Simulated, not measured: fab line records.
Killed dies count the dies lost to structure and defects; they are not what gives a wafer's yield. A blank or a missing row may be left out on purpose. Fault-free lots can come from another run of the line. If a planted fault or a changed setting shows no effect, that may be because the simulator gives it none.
Comparing a struck lot with a sound one | flow sky130 | 23 steps out of a route of 708
Sound: the wafers L920.1, L920.3, L920.6. Wafers struck: L929.1, L929.2, L929.6. The cause is given at the end.
Each step with rows lists, per side, the tool, then ch with its chambers, then its first start. Under that, the readings that differ: sound wafers | struck wafers | difference of the means | sigmas: that difference in standard deviations of wafers without a fault.
alike: readings with means less than 2 such deviations apart, plus words and numbers identical on both sides. not compared: withheld readings, readings lacking a value on some wafer, bounds such as >300 that could conceal the same value, and numbers that have no deviation in the record and whose values overlap.
Wherever a step has rows on one side only, a row that says differs or no value, or a row with sigmas, the two part there. Numbers that don't overlap but have no deviation are shown without sigmas and don't part them. A reading that every wafer of one side lacks parts them only if that side has two wafers or more.

first, 1 step without rows for these wafers: SKY_POLY_GATE_OXIDATION_20 (stabilise 600 s, purge 300 s, target thk 4 nm).
SKY_POLY_GATE_THK_MEAS_21:
  struck on film metro-02, day 22 10:24; sound on film metro-04, day 19 03:47
  alike: POLY_GATE_OXIDATION_THK
SKY_POLY_GATE_CD_MEAS_22:
  struck on cd sem-02, day 22 10:28; sound on cd sem-02, day 19 03:56
  alike: cd nm
then, 7 steps without rows for these wafers: SKY_LDD_N_DEHYDRATE_00 (time 60 s); SKY_LDD_N_HMDS_01 (prime time 60 s); SKY_LDD_N_COAT_02 (resist thk 300 nm); SKY_LDD_N_SOFTBAKE_03 (time 60 s); SKY_LDD_N_EXPOSE_04 (exposes mask NTM, target cd 840 nm); SKY_LDD_N_PEB_05; SKY_LDD_N_DEVELOP_06 (develop time 60 s).
SKY_LDD_N_OVL_MEAS_07:
  struck on overlay-02, day 23 16:43; sound on overlay-02, day 20 10:31
  alike: LDD_N_OVL
next, for these wafers, 1 step has no rows: SKY_LDD_N_IMPLANT_08.
SKY_LDD_N_IMPLANT_09:
  sound on implanter-04 ch 0, day 20 10:42; struck on implanter-04 ch 0, day 23 17:12
  reading            | sound                         | struck                     | difference | sigmas
  dose ions cm2      | 7.502e+13 7.493e+13 7.505e+13 | 7.46e+12 7.55e+12 7.52e+12 | -6.75e+13  | -99 or more
  faraday current uA | 428 421 426                   | 41 44 42                   | -383       | -49
then, 6 steps without rows for these wafers: SKY_LDD_N_IMPLANT_10; SKY_LDD_N_IMPLANT_11; SKY_LDD_N_IMPLANT_12; SKY_LDD_N_IMPLANT_13; SKY_LDD_N_IMPLANT_14; SKY_LDD_N_IMPLANT_15.
SKY_LDD_N_STRIP_16: strips in O2/N2.
  sound on plasma asher-03 ch 0,1, day 20 11:45; struck on plasma asher-02 ch 0,1, day 23 18:15
  reading                      | sound             | struck            | difference | sigmas
  strip time to endpoint s (s) | 4.313 4.330 4.330 | 4.131 4.152 4.156 | -0.178     | -14
  alike: drypump motor current A, n2 flow sccm, oes product au
  not compared: rf hours counter h
SKY_LDD_N_TW_MEAS_17:
  struck on film metro-04, day 23 18:21; sound on film metro-04, day 20 11:51
  reading  | sound          | struck         | difference | sigmas
  LDD_N_TW | 2583 2597 2592 | 2455 2433 2440 | -148       | -11
then, 1 step without rows for these wafers: SKY_LDD_P_DEHYDRATE_00 (time 60 s).
-- here the record skips 26 days between the struck wafers' starts before and after, leaving off in module LDD_P and picking up in module PAD_OPEN (first step shown: number 708 of the route) --
SKY_PAD_OPEN_PROBE_99:
  struck on prober-01, day 49 18:34; sound on prober-01, day 47 14:21
  reading                                    | sound                | struck               | difference | sigmas
  model.etest.tip n.rs ohm sq                | 438.1 435.5 443.1    | 524.7 521.4 522.4    | +83.9      |
  model.etest.nfet_01v8.r on ohm um          | 820.1 835.1 823      | 876 899.1 872.4      | +56        |
  model.etest.nfet_01v8_swapped.drive ua um  | 505.3 497.8 498.1    | 476.6 465.6 476.8    | -27.4      |
  model.etest.nfet_01v8_swapped.vt sat v (V) | 0.651 0.6528 0.6506  | 0.6725 0.6816 0.6704 | +0.0234    |
  model.etest.nfet_01v8_lvt.vt v (V)         | 0.6185 0.6182 0.6145 | 0.6271 0.6327 0.6245 | +0.0110    |
  model.etest.nfet_01v8_turned.vt v (V)      | 0.7033 0.711 0.7055  | 0.715 0.7214 0.7166  | +0.011     |
  alike: killed_at_M0_to_M3, killed_at_M4_up, killed at contacts, killed at front end, killed at other, killed dies, killed open, killed short

== WHERE THEY PART ==
Earliest at SKY_LDD_N_IMPLANT_09; latest, in this record, at SKY_LDD_N_TW_MEAS_17. Later steps at which nothing parts them and some readings are alike: SKY_PAD_OPEN_PROBE_99.

WHY: the cause the simulator had injected
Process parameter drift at SKY_LDD_N_IMPLANT_09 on implanter-04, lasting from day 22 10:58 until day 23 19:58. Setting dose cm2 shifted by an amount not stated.
